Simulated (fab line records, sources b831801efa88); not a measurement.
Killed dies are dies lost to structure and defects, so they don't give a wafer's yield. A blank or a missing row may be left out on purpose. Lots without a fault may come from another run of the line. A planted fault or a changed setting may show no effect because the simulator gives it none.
fab line records | flow sky130
record lots=5 wafers=15 last_day=50
route steps=708 shown METAL2@485 VIA2@507
lots that met no fault: from a run of the same line without faults
start_h: hours from the record's first day to the start of the lot's first wafer shown | wait_h: hours since the lot's step before | " the same as in the row above | L1.1+2: a row that stands for several wafers | - no value, or no start given | * or withheld: withheld | < > ~ a bound
route shown NAME@n: a module of which the file shows steps, and the number in the route of the first | usual: mean/standard deviation of fault-free wafers | same: alike in all rows | chamber/n: place in a boat | sites: the reading at each site | _std_site: their standard deviation | _edge_site: outer sites' mean less inner sites' | radius_mm: how far each site lies from the wafer's centre | mask NAME#n: copy n | behind: the tool/chamber that last shaped the wafer | hold: why the lot was held/for how many hours/how that ended | device: the transistor (n, p or np) that didn't switch | end of line: the same wafers' tests at the end of the route | a step without rows: its recipe alone | killed: dies lost to structure and defects at the first sort, not the wafer's yield | map: a wafer's dies, x killed, . not, _ none there
set.NAME: the setting as run; set.NAME@STEP: as run at that earlier step | model.NAME: the simulator's own value behind a step, which no gauge read
lots at some steps of the route; a table a step, a row a wafer
services: from which hour (start_h, from the record's first day; less than 0 if before it) a tool's chamber was out of use, for how many hours, and why
## steps
# step SKY_METAL2_SPUTTER_02
# recipe material=AlCu target_thk_nm=250 power_w=10600 time_s=13.3 chamber_pressure_pa=0.4
# usual throttle_valve_pct=30.3/1.1
# columns lot.wafer tool chamber start_h wait_h throttle_valve_pct
L078.1 pvd_sputter-04 - 837.57 0.0 30.2
L078.2 " - " " 32.2
L078.4 " - " " 31.2
L080.1 pvd_sputter-04 - 844.79 0.0 30.6
L080.5 " - " " 28.5
L080.6 " - " " 31.2
L082.3 pvd_sputter-01 - 869.53 0.0 30.9
L082.4 " - " " 31.0
L082.6 " - " " 30.8
L090.2 pvd_sputter-01 - 918.27 0.0 30.1
L090.3 " - " " 31.0
L090.5 " - " " 30.4
L096.3 pvd_sputter-04 - 961.55 0.0 31.1
L096.5 " - " " 32.2
L096.6 " - " " 30.4
# step SKY_METAL2_SPUTTER_03
# recipe material=Ti target_thk_nm=5 power_w=3030 time_s=3.3 chamber_pressure_pa=0.4
# usual throttle_valve_pct=30.3/1.1
# columns lot.wafer tool chamber start_h wait_h throttle_valve_pct
L078.1 pvd_sputter-04 - 837.59 0.0 30.2
L078.2 " - " " 32.3
L078.4 " - " " 31.0
L080.1 pvd_sputter-04 - 844.82 0.0 30.4
L080.5 " - " " 28.5
L080.6 " - " " 31.2
L082.3 pvd_sputter-01 - 869.55 0.0 30.2
L082.4 " - " " 30.6
L082.6 " - " " 30.5
L090.2 pvd_sputter-01 - 918.29 0.0 30.0
L090.3 " - " " 30.9
L090.5 " - " " 30.5
L096.3 pvd_sputter-04 - 961.57 0.0 31.3
L096.5 " - " " 32.3
L096.6 " - " " 30.4
# step SKY_METAL2_SPUTTER_04
# recipe material=TiN target_thk_nm=70 power_w=6500 time_s=58.3 chamber_pressure_pa=0.4
# usual throttle_valve_pct=30.3/1.1
# columns lot.wafer tool chamber start_h wait_h throttle_valve_pct
L078.1 pvd_sputter-04 - 837.61 0.0 30.0
L078.2 " - " " 32.1
L078.4 " - " " 31.3
L080.1 pvd_sputter-04 - 844.84 0.0 30.2
L080.5 " - " " 28.6
L080.6 " - " " 31.2
L082.3 pvd_sputter-01 - 869.57 0.0 30.6
L082.4 " - " " 30.5
L082.6 " - " " 30.7
L090.2 pvd_sputter-01 - 918.31 0.0 30.0
L090.3 " - " " 30.9
L090.5 " - " " 30.6
L096.3 pvd_sputter-04 - 961.59 0.0 31.2
L096.5 " - " " 32.3
L096.6 " - " " 30.0
# step SKY_METAL2_RS_MEAS_05
# recipe thk_meas_gauge=four-point-probe reads=TiN_of_METAL2_SPUTTER_04+Ti_of_METAL2_SPUTTER_03+AlCu_of_METAL2_SPUTTER_02+TiN_of_METAL2_SPUTTER_01+Ti_of_METAL2_SPUTTER_00
# usual METAL2_ALCU_RS=0.1263/0.0013
# columns lot.wafer tool chamber start_h wait_h METAL2_ALCU_RS[ohm/sq]
L078.1 film_metro-04 - 837.66 0.0 0.1262
L078.2 " - " " 0.1275
L078.4 " - " " 0.1261
L080.1 film_metro-04 - 844.90 0.0 0.1248
L080.5 " - " " 0.1247
L080.6 " - " " 0.1257
L082.3 film_metro-01 - 869.66 0.1 0.1274
L082.4 " - " " 0.1252
L082.6 " - " " 0.1265
L090.2 film_metro-03 - 918.38 0.0 0.1243
L090.3 " - " " 0.1233
L090.5 " - " " 0.1249
L096.3 film_metro-03 - 961.68 0.1 0.1260
L096.5 " - " " 0.1276
L096.6 " - " " 0.1265
# step SKY_METAL2_THK_MEAS_06
# recipe thk_meas_gauge=xrf reads=AlCu_of_METAL2_SPUTTER_02
# usual METAL2_ALCU_THK=242/3.4
# columns lot.wafer tool chamber start_h wait_h METAL2_ALCU_THK[nm]
L078.1 film_metro-04 - 837.78 0.1 245
L078.2 " - " " 242
L078.4 " - " " 245
L080.1 film_metro-04 - 845.02 0.1 248
L080.5 " - " " 249
L080.6 " - " " 247
L082.3 film_metro-01 - 869.76 0.1 241
L082.4 " - " " 242
L082.6 " - " " 243
L090.2 film_metro-03 - 918.49 0.1 245
L090.3 " - " " 246
L090.5 " - " " 244
L096.3 film_metro-03 - 961.78 0.1 240
L096.5 " - " " 238
L096.6 " - " " 239
# step SKY_METAL2_DEHYDRATE_07
# recipe temp_c=200 time_s=60
# columns lot.wafer tool chamber start_h wait_h
L078.1+2+4 litho_track-01 0 849.93 12.1
L080.1+5+6 litho_track-01 0 857.38 12.4
L082.3+4+6 litho_track-01 0 881.83 12.1
L090.2+3+5 litho_track-01 0 930.71 12.2
L096.3+5+6 litho_track-02 0 973.15 11.4
# step SKY_METAL2_HMDS_08
# recipe prime_time_s=60 prime_temp_c=120
# columns lot.wafer tool chamber start_h wait_h
L078.1+2+4 litho_track-01 0 850.08 0.1
L080.1+5+6 litho_track-01 0 857.53 0.1
L082.3+4+6 litho_track-01 0 881.98 0.1
L090.2+3+5 litho_track-01 0 930.86 0.1
L096.3+5+6 litho_track-02 0 973.30 0.1
# step SKY_METAL2_COAT_09
# recipe resist=BARC temp_c=withheld time_s=withheld spin_rpm=3000 resist_thk_nm=60
# usual dispense_pressure_kPa=48/3.2
# columns lot.wafer tool chamber start_h wait_h dispense_pressure_kPa
L078.1 litho_track-01 0 850.23 0.1 50
L078.2 " 0 " " 50
L078.4 " 0 " " 50
L080.1 litho_track-01 0 857.68 0.1 50
L080.5 " 0 " " 50
L080.6 " 0 " " 50
L082.3 litho_track-01 0 882.13 0.1 50
L082.4 " 0 " " 50
L082.6 " 0 " " 50
L090.2 litho_track-01 0 931.01 0.1 50
L090.3 " 0 " " 50
L090.5 " 0 " " 50
L096.3 litho_track-02 0 973.45 0.1 52
L096.5 " 0 " " 52
L096.6 " 0 " " 52
# step SKY_METAL2_COAT_10
# recipe resist=KrF-thick spin_rpm=3000 resist_thk_nm=450
# usual dispense_pressure_kPa=48/3.1
# columns lot.wafer tool chamber start_h wait_h dispense_pressure_kPa
L078.1 litho_track-01 0 - - 50
L078.2 " 0 " " 50
L078.4 " 0 " " 50
L080.1 litho_track-01 0 - - 50
L080.5 " 0 " " 50
L080.6 " 0 " " 50
L082.3 litho_track-01 0 - - 50
L082.4 " 0 " " 50
L082.6 " 0 " " 50
L090.2 litho_track-01 0 - - 50
L090.3 " 0 " " 50
L090.5 " 0 " " 50
L096.3 litho_track-02 0 - - 52
L096.5 " 0 " " 52
L096.6 " 0 " " 52
# step SKY_METAL2_SOFTBAKE_11
# recipe temp_c=100 time_s=90 resist=KrF-thick
# columns lot.wafer tool chamber start_h wait_h
L078.1+2+4 litho_track-01 0 - -
L080.1+5+6 litho_track-01 0 - -
L082.3+4+6 litho_track-01 0 - -
L090.2+3+5 litho_track-01 0 - -
L096.3+5+6 litho_track-02 0 - -
# step SKY_METAL2_EXPOSE_12
# recipe mask_id=MM2 na=0.8 source_shape=annular sigma_inner=0.55 sigma_outer=0.85 target_cd_nm=140 dose_mj=28
# usual exposure_dose_mJ_cm2=28.052/0.028
# columns lot.wafer tool chamber start_h wait_h mask exposure_dose_mJ_cm2
L078.1 krf_scanner-02 0 - - MM2#0 28.045
L078.2 " 0 " " MM2#0 28.060
L078.4 " 0 " " MM2#0 28.065
L080.1 krf_scanner-02 0 - - MM2#0 28.102
L080.5 " 0 " " MM2#0 28.068
L080.6 " 0 " " MM2#0 28.079
L082.3 krf_scanner-02 0 - - MM2#0 28.051
L082.4 " 0 " " MM2#0 28.045
L082.6 " 0 " " MM2#0 28.063
L090.2 krf_scanner-02 0 - - MM2#0 28.056
L090.3 " 0 " " MM2#0 28.020
L090.5 " 0 " " MM2#0 28.028
L096.3 krf_scanner-01 0 - - MM2#0 28.033
L096.5 " 0 " " MM2#0 28.104
L096.6 " 0 " " MM2#0 28.082
# step SKY_METAL2_PEB_13
# recipe peb_temp_c=withheld peb_time_s=withheld resist=KrF-thick
# columns lot.wafer tool chamber start_h wait_h
L078.1+2+4 litho_track-02 0 - -
L080.1+5+6 litho_track-02 0 - -
L082.3+4+6 litho_track-04 0 - -
L090.2+3+5 litho_track-04 0 - -
L096.3+5+6 litho_track-01 0 - -
# step SKY_METAL2_DEVELOP_14
# recipe develop_time_s=58.95 resist=KrF-thick dev_temp_c=21
# columns lot.wafer tool chamber start_h wait_h
L078.1+2+4 litho_track-02 0 - -
L080.1+5+6 litho_track-02 0 - -
L082.3+4+6 litho_track-04 0 - -
L090.2+3+5 litho_track-04 0 - -
L096.3+5+6 litho_track-01 0 - -
# step SKY_METAL2_CD_MEAS_15
# recipe target_cd_nm=140
# usual cd_nm=140.3/1.5
# columns lot.wafer tool chamber start_h wait_h cd_nm
L078.1 cd_sem-02 - 863.30 - 140.3
L078.2 " - " " 139.4
L078.4 " - " " 141.3
L080.1 cd_sem-02 - 870.85 - 142.2
L080.5 " - " " 141.4
L080.6 " - " " 140.7
L082.3 cd_sem-02 - 895.22 - 141.3
L082.4 " - " " 141.4
L082.6 " - " " 139.1
L090.2 cd_sem-01 - 943.65 - 140.6
L090.3 " - " " 141.0
L090.5 " - " " 141.6
L096.3 cd_sem-01 - 985.87 - 139.6
L096.5 " - " " 140.0
L096.6 " - " " 140.2
# step SKY_METAL2_OVL_MEAS_16
# usual METAL2_OVL=4/6.4
# columns lot.wafer tool chamber start_h wait_h METAL2_OVL[nm]
L078.1 overlay-02 - 863.42 0.1 11
L078.2 " - " " 18
L078.4 " - " " 14
L080.1 overlay-01 - 870.97 0.1 0
L080.5 " - " " 7
L080.6 " - " " -2
L082.3 overlay-02 - 895.31 0.1 3
L082.4 " - " " 4
L082.6 " - " " -1
L090.2 overlay-02 - 943.76 0.1 7
L090.3 " - " " 5
L090.5 " - " " 10
L096.3 overlay-02 - 985.96 0.1 8
L096.5 " - " " 11
L096.6 " - " " 11
# step SKY_METAL2_DESCUM_17
# recipe chemistry=O2 source_power_w=150 bias_power_w=0 pressure_mtorr=10 temp_c=40 time_s=8
# usual drypump_motor_current_A=5.4/0.54 oes_product_au=0.998/0.01
# columns lot.wafer tool chamber start_h wait_h drypump_motor_current_A oes_product_au rf_hours_counter_h
L078.1 rie_metal-04 1 863.45 0.0 5.0 0.993 3
L078.2 " 0 " " 6.1 1.002 9
L078.4 " 1 " " 5.0 0.988 -
L080.1 rie_metal-04 1 871.00 0.0 5.0 0.996 4
L080.5 " 1 " " 5.0 1.014 -
L080.6 " 0 " " 6.1 1.028 -
L082.3 rie_metal-02 0 895.35 0.0 6.0 1.008 -
L082.4 " 1 " " 4.7 0.995 -
L082.6 " 0 " " 6.0 1.003 -
L090.2 rie_metal-01 1 943.79 0.0 5.1 0.984 10
L090.3 " 0 " " 5.6 1.007 -
L090.5 " 0 " " 5.6 0.999 -
L096.3 rie_metal-01 1 986.00 0.0 5.1 0.995 -
L096.5 " 1 " " 5.1 0.996 -
L096.6 " 0 " " 5.6 1.001 -
# step SKY_METAL2_ETCH_18
# recipe chemistry=N2/H2 target=BARC ion_energy_ev=200 bias_w=100 pressure_mtorr=30 n2_flow_sccm=100 h2_flow_sccm=200 icp_w=500 stop_on=SiO2 time_s=45.9 target_depth_a=600
# usual drypump_motor_current_A=5.4/0.54 oes_product_au=0.854/0.0047 throttle_valve_pct=13.225/0.0094
# columns lot.wafer tool chamber start_h wait_h drypump_motor_current_A oes_product_au rf_hours_counter_h throttle_valve_pct
L078.1 rie_metal-04 1 863.50 0.0 5.0 0.855 3 13.215
L078.2 " 0 " " 6.1 0.861 9 13.225
L078.4 " 1 " " 5.0 0.855 - 13.229
L080.1 rie_metal-04 1 871.05 0.0 5.1 0.859 4 13.212
L080.5 " 1 " " 5.1 0.862 - 13.227
L080.6 " 0 " " 6.1 0.854 - 13.224
L082.3 rie_metal-02 0 895.39 0.0 6.0 0.847 - 13.226
L082.4 " 1 " " 4.7 0.851 - 13.222
L082.6 " 0 " " 6.0 0.853 - 13.228
L090.2 rie_metal-01 1 943.82 0.0 5.1 0.848 10 13.225
L090.3 " 0 " " 5.6 0.858 - 13.222
L090.5 " 0 " " 5.6 0.855 - 13.210
L096.3 rie_metal-01 1 986.04 0.0 5.1 0.853 - 13.219
L096.5 " 1 " " 5.1 0.859 - 13.228
L096.6 " 0 " " 5.6 0.857 - 13.223
# step SKY_METAL2_METAL_ETCH_19
# recipe target_depth_a=3600 stop_on=SiO2 over_etch_frac=0.3 time_s=78 chemistry=Cl2/BCl3 resist_sidewall_deg=88 pressure_mtorr=10 icp_w=900 bias_w=48.5 Cl2_flow_sccm=60 bcl3_flow_sccm=30
# usual drypump_motor_current_A=5.4/0.53 oes_product_au=0.855/0.0056 throttle_valve_pct=22.264/0.009
# columns lot.wafer tool chamber start_h wait_h drypump_motor_current_A oes_product_au rf_hours_counter_h throttle_valve_pct
L078.1 rie_metal-04 1 863.58 0.1 5.0 0.855 3 22.262
L078.2 " 0 " " 6.1 0.848 9 22.261
L078.4 " 1 " " 5.0 0.864 - 22.270
L080.1 rie_metal-04 1 871.13 0.1 5.1 0.857 4 22.271
L080.5 " 1 " " 5.1 0.862 - 22.260
L080.6 " 0 " " 6.1 0.854 - 22.284
L082.3 rie_metal-02 0 895.46 0.1 6.0 0.850 - 22.274
L082.4 " 1 " " 4.7 0.864 - 22.261
L082.6 " 0 " " 6.0 0.843 - 22.251
L090.2 rie_metal-01 1 943.88 0.0 5.1 0.857 10 22.279
L090.3 " 0 " " 5.6 0.856 - 22.279
L090.5 " 0 " " 5.6 0.862 - 22.265
L096.3 rie_metal-01 1 986.11 0.1 5.1 0.857 - 22.262
L096.5 " 1 " " 5.1 0.853 - 22.244
L096.6 " 0 " " 5.6 0.846 - 22.257
# step SKY_METAL2_STRIP_20
# recipe chemistry=O2/N2 power_w=1400 pressure_mtorr=1500 platen_temp_c=withheld o2_flow_sccm=3000 n2_flow_sccm=300 overash_fraction=0.5
# usual drypump_motor_current_A=5.7/0.39 oes_product_au=0.343/0.005 strip_time_to_endpoint_s=2.70/0.049
# columns lot.wafer tool chamber start_h wait_h drypump_motor_current_A oes_product_au rf_hours_counter_h strip_time_to_endpoint_s
L078.1 plasma_asher-01 0 863.70 0.1 5.4 0.341 43 2.69
L078.2 " 1 " " 6.1 0.333 43 2.68
L078.4 " 1 " " 6.1 0.335 - 2.71
L080.1 plasma_asher-01 0 871.25 0.1 5.4 0.337 44 2.72
L080.5 " 1 " " 6.1 0.350 - 2.68
L080.6 " 0 " " 5.4 0.347 - 2.63
L082.3 plasma_asher-01 0 895.55 0.1 5.4 0.342 - 2.70
L082.4 " 1 " " 6.1 0.347 - 2.77
L082.6 " 1 " " 6.1 0.339 - 2.70
L090.2 plasma_asher-01 1 943.97 0.1 6.1 0.334 51 2.74
L090.3 " 0 " " 5.5 0.345 - 2.72
L090.5 " 1 " " 6.1 0.347 - 2.68
L096.3 plasma_asher-03 0 986.21 0.1 5.3 0.343 - 2.76
L096.5 " 0 " " 5.3 0.353 - 2.79
L096.6 " 1 " " 5.5 0.339 - 2.64
# step SKY_METAL2_STRIP_21
# recipe chemistry=post_etch_residue_remover time_s=1200 temp_c=72.5
# usual bath_heat_duty_pct=14.1/1.1
# columns lot.wafer tool chamber start_h wait_h bath_heat_duty_pct
L078.1 wet_bench-01 2 863.80 0.1 14.5
L078.2 " 2 " " 13.0
L078.4 " 2 " " 12.6
L080.1 wet_bench-04 3 871.35 0.1 14.9
L080.5 " 3 " " 14.7
L080.6 " 3 " " 14.7
L082.3 wet_bench-03 2 895.62 0.0 14.4
L082.4 " 2 " " 12.4
L082.6 " 2 " " 12.0
L090.2 wet_bench-04 0 944.07 0.1 14.0
L090.3 " 0 " " 14.6
L090.5 " 0 " " 14.3
L096.3 wet_bench-03 2 986.27 0.0 13.9
L096.5 " 2 " " 13.1
L096.6 " 2 " " 13.6
# step SKY_METAL2_CLEAN_22
# recipe chemistry=IPA time_s=180 temp_c=25
# usual bath_heat_duty_pct=6.2/0.61
# columns lot.wafer tool chamber start_h wait_h bath_heat_duty_pct
L078.1 wet_bench-03 3 864.14 0.0 7.2
L078.2 " 3 " " 7.0
L078.4 " 3 " " 7.2
L080.1 wet_bench-03 0 871.69 0.0 5.5
L080.5 " 0 " " 5.5
L080.6 " 0 " " 5.9
L082.3 wet_bench-04 3 896.03 0.0 6.6
L082.4 " 3 " " 6.4
L082.6 " 3 " " 7.3
L090.2 wet_bench-03 2 944.41 0.0 6.2
L090.3 " 2 " " 5.8
L090.5 " 2 " " 5.9
L096.3 wet_bench-01 0 986.61 0.0 5.9
L096.5 " 0 " " 5.3
L096.6 " 0 " " 5.4
# step SKY_METAL2_CLEAN_23
# recipe chemistry=O3/DIW dry=n2_spin
# columns lot.wafer tool chamber start_h wait_h
L078.1+2+4 wet_bench-04 0 864.21 0.0
L080.1+5+6 wet_bench-01 2 871.76 0.0
L082.3+4+6 wet_bench-01 2 896.09 0.0
L090.2+3+5 wet_bench-04 1 944.47 0.0
L096.3+5+6 wet_bench-03 3 986.67 0.0
# step SKY_VIA2_HDPCVD_00
# recipe material=SiO2 target_thk_nm=1180 sigma_open_frac=0.3 time_s=196.7 temp_c=400 sih4_flow_sccm=60 pressure_mtorr=6
# columns lot.wafer tool chamber start_h wait_h
L078.1+2+4 hdpcvd-01 1,2,0 864.30 0.0
L080.1+5+6 hdpcvd-02 0,2,0 871.85 0.0
L082.3+4+6 hdpcvd-02 1,1,2 896.18 0.0
L090.2+3+5 hdpcvd-01 1,2,2 944.56 0.0
L096.3+5+6 hdpcvd-01 1,2,0 986.76 0.0
# step SKY_VIA2_THK_MEAS_01
# recipe reads=SiO2_of_VIA2_HDPCVD_00
# usual VIA2_HDPCVD_THK=1178/13
# columns lot.wafer tool chamber start_h wait_h VIA2_HDPCVD_THK[nm]
L078.1 film_metro-04 - 864.42 0.1 1181
L078.2 " - " " 1185
L078.4 " - " " 1185
L080.1 film_metro-04 - 871.97 0.1 1151
L080.5 " - " " 1176
L080.6 " - " " 1168
L082.3 film_metro-04 - 896.33 0.1 1170
L082.4 " - " " 1185
L082.6 " - " " 1176
L090.2 film_metro-04 - 944.70 0.1 1209
L090.3 " - " " 1195
L090.5 " - " " 1194
L096.3 film_metro-01 - 986.91 0.1 1198
L096.5 " - " " 1205
L096.6 " - " " 1204
# step SKY_VIA2_CMP_02
# recipe material=SiO2 down_force_psi=4 platen_rpm=60 pad_velocity_m_s=0.94248
# usual motor_current_A=11.7/1.8
# columns lot.wafer tool chamber start_h wait_h motor_current_A
L078.4 cmp-02 3 864.48 0.0 10.8
L078.2 " 1 " " 14.2
L078.1 " 2 " " 10.9
L080.1 cmp-02 1 872.29 0.3 14.7
L080.5 " 2 " " 11.0
L080.6 " 3 " " 10.1
L082.3 cmp-02 2 896.42 0.1 10.7
L082.4 " 3 " " 10.5
L082.6 " 1 " " 15.1
L090.3 cmp-01 2 944.84 0.1 9.7
L090.2 " 3 " " 10.1
L090.5 " 3 " " 9.7
L096.3 cmp-01 1 987.05 0.1 11.4
L096.5 " 3 " " 10.2
L096.6 " 0 " " 12.6
# step SKY_VIA2_BOW_MEAS_03
# recipe mode=bow
# usual VIA2_BOW=85/8.1
# columns lot.wafer tool chamber start_h wait_h VIA2_BOW[um]
L078.1 film_metro-02 - 864.78 0.1 87
L078.2 " - " " 87
L078.4 " - " " 85
L080.1 film_metro-01 - 872.44 0.1 101
L080.5 " - " " 79
L080.6 " - " " 83
L082.3 film_metro-02 - 896.71 0.2 86
L082.4 " - " " 76
L082.6 " - " " 81
L090.2 film_metro-04 - 945.16 0.2 85
L090.3 " - " " 77
L090.5 " - " " 84
L096.3 film_metro-04 - 987.29 0.2 94
L096.5 " - " " 98
L096.6 " - " " 106
# step SKY_VIA2_DEHYDRATE_04
# recipe temp_c=200 time_s=60
# columns lot.wafer tool chamber start_h wait_h
L078.1+2+4 litho_track-03 0 877.01 12.2
L080.1+5+6 litho_track-01 0 884.73 12.3
L082.3+4+6 litho_track-02 0 908.75 12.0
L090.2+3+5 litho_track-02 0 956.77 11.6
L096.3+5+6 litho_track-02 0 998.15 10.8
# step SKY_VIA2_HMDS_05
# recipe prime_time_s=60 prime_temp_c=120
# columns lot.wafer tool chamber start_h wait_h
L078.1+2+4 litho_track-03 0 877.16 0.1
L080.1+5+6 litho_track-01 0 884.88 0.1
L082.3+4+6 litho_track-02 0 908.90 0.1
L090.2+3+5 litho_track-02 0 956.92 0.1
L096.3+5+6 litho_track-02 0 998.30 0.1
# step SKY_VIA2_COAT_06
# recipe resist=BARC temp_c=withheld time_s=withheld spin_rpm=3000 resist_thk_nm=60
# usual dispense_pressure_kPa=50.2/1.5
# columns lot.wafer tool chamber start_h wait_h dispense_pressure_kPa
L078.1 litho_track-03 0 877.31 0.1 48.4
L078.2 " 0 " " 48.5
L078.4 " 0 " " 48.5
L080.1 litho_track-01 0 885.03 0.1 49.5
L080.5 " 0 " " 49.5
L080.6 " 0 " " 49.6
L082.3 litho_track-02 0 909.05 0.1 51.8
L082.4 " 0 " " 51.8
L082.6 " 0 " " 51.9
L090.2 litho_track-02 0 957.07 0.1 51.9
L090.3 " 0 " " 51.9
L090.5 " 0 " " 51.8
L096.3 litho_track-02 0 998.45 0.1 51.9
L096.5 " 0 " " 51.8
L096.6 " 0 " " 51.8
# step SKY_VIA2_COAT_07
# recipe resist=KrF-thick spin_rpm=3000 resist_thk_nm=450
# usual dispense_pressure_kPa=50.2/1.5
# columns lot.wafer tool chamber start_h wait_h dispense_pressure_kPa
L078.1 litho_track-03 0 - - 48.4
L078.2 " 0 " " 48.5
L078.4 " 0 " " 48.5
L080.1 litho_track-01 0 - - 49.6
L080.5 " 0 " " 49.5
L080.6 " 0 " " 49.5
L082.3 litho_track-02 0 - - 51.8
L082.4 " 0 " " 51.8
L082.6 " 0 " " 51.8
L090.2 litho_track-02 0 - - 51.9
L090.3 " 0 " " 51.9
L090.5 " 0 " " 51.8
L096.3 litho_track-02 0 - - 51.8
L096.5 " 0 " " 51.8
L096.6 " 0 " " 51.8
# step SKY_VIA2_SOFTBAKE_08
# recipe temp_c=100 time_s=90 resist=KrF-thick
# columns lot.wafer tool chamber start_h wait_h
L078.1+2+4 litho_track-03 0 - -
L080.1+5+6 litho_track-01 0 - -
L082.3+4+6 litho_track-02 0 - -
L090.2+3+5 litho_track-02 0 - -
L096.3+5+6 litho_track-02 0 - -
# step SKY_VIA2_EXPOSE_09
# recipe mask_id=VIM2 na=0.8 source_shape=annular sigma_inner=0.55 sigma_outer=0.85 target_cd_nm=200 dose_mj=38
# usual exposure_dose_mJ_cm2=38.00/0.043
# columns lot.wafer tool chamber start_h wait_h mask exposure_dose_mJ_cm2
L078.1 krf_scanner-01 0 - - VIM2#0 38.07
L078.2 " 0 " " VIM2#0 38.01
L078.4 " 0 " " VIM2#0 38.00
L080.1 krf_scanner-02 0 - - VIM2#0 38.08
L080.5 " 0 " " VIM2#0 38.00
L080.6 " 0 " " VIM2#0 38.03
L082.3 krf_scanner-02 0 - - VIM2#0 38.01
L082.4 " 0 " " VIM2#0 38.01
L082.6 " 0 " " VIM2#0 37.99
L090.2 krf_scanner-02 0 - - VIM2#0 37.99
L090.3 " 0 " " VIM2#0 37.98
L090.5 " 0 " " VIM2#0 38.00
L096.3 krf_scanner-01 0 - - VIM2#0 38.02
L096.5 " 0 " " VIM2#0 38.04
L096.6 " 0 " " VIM2#0 38.05
# step SKY_VIA2_PEB_10
# recipe peb_temp_c=withheld peb_time_s=withheld resist=KrF-thick
# columns lot.wafer tool chamber start_h wait_h
L078.1+2+4 litho_track-03 0 - -
L080.1+5+6 litho_track-01 0 - -
L082.3+4+6 litho_track-02 0 - -
L090.2+3+5 litho_track-01 0 - -
L096.3+5+6 litho_track-01 0 - -
# step SKY_VIA2_DEVELOP_11
# recipe develop_time_s=60 resist=KrF-thick dev_temp_c=21
# columns lot.wafer tool chamber start_h wait_h
L078.1+2+4 litho_track-03 0 - -
L080.1+5+6 litho_track-01 0 - -
L082.3+4+6 litho_track-02 0 - -
L090.2+3+5 litho_track-01 0 - -
L096.3+5+6 litho_track-01 0 - -
# step SKY_VIA2_CD_MEAS_12
# recipe target_cd_nm=200
# usual cd_nm=200.3/1.2
# columns lot.wafer tool chamber start_h wait_h cd_nm
L078.1 cd_sem-01 - 890.61 - 199.0
L078.2 " - " " 199.8
L078.4 " - " " 200.4
L080.1 cd_sem-02 - 897.93 - 199.9
L080.5 " - " " 199.3
L080.6 " - " " 198.6
L082.3 cd_sem-02 - 922.24 - 200.5
L082.4 " - " " 201.4
L082.6 " - " " 201.6
L090.2 cd_sem-02 - 969.50 - 200.1
L090.3 " - " " 199.0
L090.5 " - " " 199.3
L096.3 cd_sem-02 - 1010.42 - 202.4
L096.5 " - " " 201.5
L096.6 " - " " 202.8
# step SKY_VIA2_OVL_MEAS_13
# usual VIA2_OVL=0/5.7
# columns lot.wafer tool chamber start_h wait_h VIA2_OVL[nm]
L078.1 overlay-01 - 890.73 0.1 -1
L078.2 " - " " 0
L078.4 " - " " 4
L080.1 overlay-01 - 898.05 0.1 6
L080.5 " - " " 8
L080.6 " - " " 3
L082.3 overlay-01 - 922.33 0.1 5
L082.4 " - " " -3
L082.6 " - " " 1
L090.2 overlay-02 - 969.61 0.1 -2
L090.3 " - " " 0
L090.5 " - " " -2
L096.3 overlay-01 - 1010.51 0.1 -4
L096.5 " - " " -9
L096.6 " - " " -11
# step SKY_VIA2_ETCH_14
# recipe chemistry=N2/H2 target=BARC ion_energy_ev=200 source_w=500 bias_w=100 pressure_mtorr=30 n2_flow_sccm=100 h2_flow_sccm=200 stop_on=SiO2 time_s=45.9 target_depth_a=600
# usual drypump_motor_current_A=5.5/0.48 oes_product_au=0.853/0.005 throttle_valve_pct=13.225/0.0089
# columns lot.wafer tool chamber start_h wait_h drypump_motor_current_A oes_product_au rf_hours_counter_h throttle_valve_pct
L078.1 rie_diel-01 2 890.77 0.0 5.5 0.861 6 13.229
L078.2 " 3 " " 4.8 0.859 11 13.228
L078.4 " 1 " " 5.2 0.857 9 13.227
L080.1 rie_diel-01 2 898.09 0.0 5.5 0.859 7 13.216
L080.5 " 3 " " 4.9 0.856 - 13.220
L080.6 " 0 " " 6.2 0.851 - 13.224
L082.3 rie_diel-01 3 922.36 0.0 4.8 0.854 12 13.230
L082.4 " 0 " " 6.2 0.859 14 13.206
L082.6 " 2 " " 5.5 0.850 - 13.215
L090.2 rie_diel-04 2 969.64 0.0 6.5 0.855 11 13.233
L090.3 " 1 " " 5.8 0.842 19 13.225
L090.5 " 1 " " 5.7 0.857 - 13.214
L096.3 rie_diel-04 2 1010.54 0.0 6.5 0.851 12 13.216
L096.5 " 1 " " 5.7 0.849 - 13.233
L096.6 " 0 " " 6.0 0.863 - 13.236
# step SKY_VIA2_ETCH_15
# recipe target=SiO2 chemistry=C4F8/O2/Ar target_depth_nm=546 stop_on=TiN mask_material=KrF-thick source_w=1500 bias_w=1200 pressure_mtorr=40 c4f8_flow_sccm=withheld O2_flow_sccm=6 Ar_flow_sccm=300 time_s=84
# usual oes_product_au=0.940/0.0047
# columns lot.wafer tool chamber start_h wait_h oes_product_au rf_hours_counter_h
L078.1 rie_diel-01 2 890.81 0.0 0.940 6
L078.2 " 3 " " 0.936 11
L078.4 " 1 " " 0.931 9
L080.1 rie_diel-01 1 898.13 0.0 0.938 9
L080.5 " 3 " " 0.939 -
L080.6 " 0 " " 0.938 -
L082.3 rie_diel-01 3 922.40 0.0 0.939 12
L082.4 " 0 " " 0.942 14
L082.6 " 2 " " 0.940 -
L090.2 rie_diel-04 2 969.68 0.0 0.941 11
L090.3 " 1 " " 0.942 19
L090.5 " 1 " " 0.933 -
L096.3 rie_diel-04 2 1010.58 0.0 0.939 12
L096.5 " 1 " " 0.936 -
L096.6 " 0 " " 0.937 -
## services
# columns tool chamber start_h hours kind
rie_diel-01 0 818.13 4.7 repair
plasma_asher-01 - 825.64 5.8 repair
krf_scanner-02 - 831.89 6.4 repair
rie_diel-04 1 835.57 3.0 repair
rie_metal-04 0 836.80 2.4 repair
rie_diel-01 0 843.58 3.4 repair
krf_scanner-02 - 849.16 1.3 pm
rie_diel-01 1 853.21 4.7 repair
rie_metal-04 - 857.12 2.8 pm
wet_bench-04 - 859.12 1.5 repair
krf_scanner-02 - 877.07 4.0 pm
wet_bench-03 - 891.47 1.9 pm
rie_metal-04 1 899.53 11.4 repair
rie_diel-01 1 905.83 6.2 repair
rie_diel-01 3 928.80 8.2 repair
krf_scanner-02 - 931.74 4.4 pm
krf_scanner-02 - 941.10 0.8 pm
krf_scanner-02 - 941.85 6.2 repair
krf_scanner-02 - 955.70 1.0 pm
krf_scanner-02 - 962.47 3.6 pm
pvd_sputter-01 - 993.17 8.9 repair
wet_bench-03 - 1000.21 0.7 repair
pvd_sputter-04 - 1009.33 5.6 repair
rie_diel-01 1 1009.39 1.5 repair
## key
fault none
